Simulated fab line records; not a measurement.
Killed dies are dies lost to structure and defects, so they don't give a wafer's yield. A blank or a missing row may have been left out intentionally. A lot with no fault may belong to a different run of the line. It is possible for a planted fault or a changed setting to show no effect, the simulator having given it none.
A single fault, viewed from 2 desks / flow gf180mcu / each desk has only its own numbers; what lay behind them comes last

== METROLOGY DESK ==
What the gauges read, lot by lot, whatever tool the lot ran on: means of the sampled wafers that have a number. The brackets show how far a lot's mean lies from the usual mean; more than 4 standard deviations puts the lot out of limits, marked OUT.
Columns: A = CONTACT_BOW at GF_CONTACT_BOW_MEAS_05, usual 64 um
lot=L214; first seen here=day 14 22:33; A=60
lot=L216; first seen here=day 15 12:11; A=58
lot=L217; first seen here=day 16 04:20; A=69
lot=L221; first seen here=day 17 14:32; A=61
lot=L229; first seen here=day 21 03:58; A=60
lot=L230; first seen here=day 21 10:03; A=66
lot=L232; first seen here=day 21 22:36; A=56
lot=L233; first seen here=day 22 08:04; A=69
lot=L234; first seen here=day 22 09:13; A=70
lot=L235; first seen here=day 23 00:52; A=58
lot=L236; first seen here=day 23 04:00; A=67
lot=L237; first seen here=day 23 11:05; A=62
This desk's finding: nothing out of limits on any of the 12 lots.

== DESK OF THE TOOL OWNER: iline_stepper-01 ==
The tool's own readings at GF_VT_IMPLANT_EXPOSE_04 (exposes mask LVPWELL LV AREA, target cd 600 nm): means of the sampled wafers that have a number, for each lot that ran on this tool. The brackets show how far a lot's mean lies from the usual mean; more than 4 standard deviations puts the lot out of limits, marked OUT.
Columns: A = exposure_dose_mJ_cm2 at GF_VT_IMPLANT_EXPOSE_04, usual 140.03; B = focus_offset_nm at GF_VT_IMPLANT_EXPOSE_04, usual 0.0 nm
lot=L214; first seen here=day 5 08:20; A=139.93; B=0.5
lot=L216; first seen here=day 5 17:22; A=140.00; B=0.0
lot=L221; first seen here=day 6 23:03; A=140.02; B=-0.3
lot=L232; first seen here=day 10 03:38; A=140.12; B=0.1
lot=L234; first seen here=day 10 08:43; A=139.88; B=0.0
lot=L236; first seen here=day 11 00:04; A=140.08; B=-0.3
This desk's finding: nothing out of limits on any of the 6 lots.

== BROUGHT TOGETHER ==
Nothing out of limits was seen by the metrology desk.
The desk of the tool owner found nothing out of limits.

== WHAT WAS PUT IN BY THE SIMULATOR ==
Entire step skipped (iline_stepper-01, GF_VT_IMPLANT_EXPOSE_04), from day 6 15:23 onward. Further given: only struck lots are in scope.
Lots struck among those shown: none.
